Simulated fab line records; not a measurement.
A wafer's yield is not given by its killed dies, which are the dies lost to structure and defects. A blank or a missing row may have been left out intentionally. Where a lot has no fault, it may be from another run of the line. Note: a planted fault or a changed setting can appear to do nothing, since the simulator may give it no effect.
Problem report in the 8D (eight disciplines) form, filled by code    flow gf180mcu    the parts of the form that need people (team, actions taken, sign-off) are left out

1. WHAT IS WRONG
cd-nm at GF_M2_CD_MEAS_14 reads a mean of 272.0 nm on 5 wafers of 3 lots; wafers without a fault read 280.1 nm with a standard deviation of 1.1. Measured from the usual mean, that is -7.4 standard deviations.
The step: target cd 280 nm.
First observed at day 23 06:57: wafer L718.1, on cd-sem-01. At this step, 37 wafers from 13 lots have a number in the record. Rule for "out" (also "out of limits"): further than 4 standard deviations from the usual mean. The other wafers with a number count as sound.

2. WHAT IT IS, WHAT IT ISN'T
question                     is                                      is not
which readings at this step  cd-nm                                   -
which lots                   L718, L719, L720                        L707, L708, L709, L710, L711, L712, L713, L723, L726, L729
which wafers of those lots   L718.1, L718.5, L719.1, L719.5, L720.5  L719.2, L720.3
read on which gauges         cd-sem-01                               cd-sem-02
when                         from day 23 06:57                       up to then (21 sound wafers); but 11 sound wafers of L719, L720, L723, L726, L729 came after

3. SUSPECTS, AND WHAT RULES EACH OUT
Counting: any tool at a process step up to the reading remains a suspect provided it ran every lot that is out. Sound lots after the first of them don't rule it out here, since some wafers of a struck lot are sound.
- the gauge at GF_M2_CD_MEAS_14: kept. All the wafers that are out were read on cd-sem-01, and no step on other tools shows them out.
- krf-scanner-02 at GF_M2_EXPOSE_11 (exposes mask Metal2, target cd 280 nm): kept. Every lot that is out went through it, the first being L718 (day 22 19:57); the last sound lot it ran before that was L713 (day 21 02:36).
Left after counting: krf-scanner-02 at GF_M2_EXPOSE_11, cd-sem-01 at GF_M2_CD_MEAS_14.

4. THE CAUSE (what the simulator had put in)
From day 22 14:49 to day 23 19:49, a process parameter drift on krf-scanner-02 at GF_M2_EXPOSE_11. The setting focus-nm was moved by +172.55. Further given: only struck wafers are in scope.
Counting leaves 2 suspects; this tool is one of them.

5. THE CHAIN OF EFFECTS, in route order
Each row: a reading whose mean over the struck wafers that have a number lies more than 3 standard deviations from the usual. Only readings for which the record gives a usual standard deviation are gone through. hours: the time from each lot's start at the first step in this table that gives one to its start at this step, as a median over the lots. sigmas: the change in usual standard deviations.
hours  step              reading  usual     on struck wafers  change  sigmas
0      GF_M2_CD_MEAS_14  cd-nm    280.1 nm  272.0             -8.1    -7.4

6. WHAT WOULD HAVE CAUGHT IT SOONER
The first out-of-limits reading at a measuring or inspecting step in this record came at day 23 06:57, 16 hours after the fault's start at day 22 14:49.
Lots out: 3; of these, L720 started GF_M2_EXPOSE_11 on krf-scanner-02 after day 23 06:57. Had the tool been put on hold then, it would have been spared.
